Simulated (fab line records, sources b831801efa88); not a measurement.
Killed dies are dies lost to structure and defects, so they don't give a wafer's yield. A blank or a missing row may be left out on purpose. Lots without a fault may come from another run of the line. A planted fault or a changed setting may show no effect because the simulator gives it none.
One fault seen from 2 desks | flow sfq_line | each desk has only its own numbers; what lay behind them comes last

THE METROLOGY DESK
What the gauges read, lot by lot, whatever tool the lot ran on: means of the sampled wafers that have a number. A lot is out of limits, marked OUT, if its mean lies more than 4 standard deviations from the usual mean; the brackets give that distance.
Columns: A = I4_BOW at SFQ_I4_BOW_MEAS_927, usual 6 um; B = I4_OVL at SFQ_I4_OVL_MEAS_928, usual -4 nm
lot  | first seen here | A   | B
L682 | day 36 07:28    | -14 | 0
L686 | day 40 12:04    | 21  | -3
L690 | day 42 15:52    | 21  | -2
L696 | day 47 03:37    | -15 | 8
L697 | day 47 10:03    | 8   | -12
L698 | day 47 22:03    | 7   | -2
This desk's finding: nothing out of limits on any of the 6 lots.

THE TOOL OWNER'S DESK: litho_track-02
The tool's own readings at SFQ_TRILAYER_I4_VIA_LITHO_PEB_106 (peb time 60 s): means of the sampled wafers that have a number, for each lot that ran on this tool. A lot is out of limits, marked OUT, if its mean lies more than 4 standard deviations from the usual mean; the brackets give that distance.
Columns: A = chill_plate_temp_C at SFQ_TRILAYER_I4_VIA_LITHO_PEB_106, usual 23.00 C; B = exhaust_pa at SFQ_TRILAYER_I4_VIA_LITHO_PEB_106, usual 45.0 Pa; C = heater_power_total_W at SFQ_TRILAYER_I4_VIA_LITHO_PEB_106, usual 79.16 W; D = resist_line_temp_C at SFQ_TRILAYER_I4_VIA_LITHO_PEB_106, usual 23.02 C
lot  | first seen here | A     | B    | C               | D
L682 | day 38 20:00    | 22.95 | 45.7 | 79.12           | 23.07
L690 | day 42 20:48    | 22.91 | 44.2 | 79.19           | 23.02
L696 | day 52 14:15    | 22.97 | 44.3 | 80.87 (+28) OUT | 23.04
L697 | day 52 23:49    | 22.95 | 44.3 | 80.92 (+28) OUT | 23.04
This desk's finding: out of limits on L696, L697; first on L696, day 52 14:15 (heater_power_total_W at SFQ_TRILAYER_I4_VIA_LITHO_PEB_106). In limits: L682, L690.

PUT TOGETHER
The tool owner's desk could have raised an alarm at day 52 14:15, on L696, L697.
The metrology desk saw nothing out of limits.
The metrology desk has L696, L697 on record, within its limits.
Of the lots named, all ran SFQ_TRILAYER_I4_VIA_LITHO_PEB_106 on litho_track-02.

WHAT THE SIMULATOR HAD PUT IN
Process parameter drift: litho_track-02, from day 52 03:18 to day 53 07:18, at SFQ_TRILAYER_I4_VIA_LITHO_PEB_106. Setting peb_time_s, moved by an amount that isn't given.
Lots struck among those shown: L696, L697.
Hours from the fault's start to each desk's first reading out of limits: the tool owner's desk, 11.
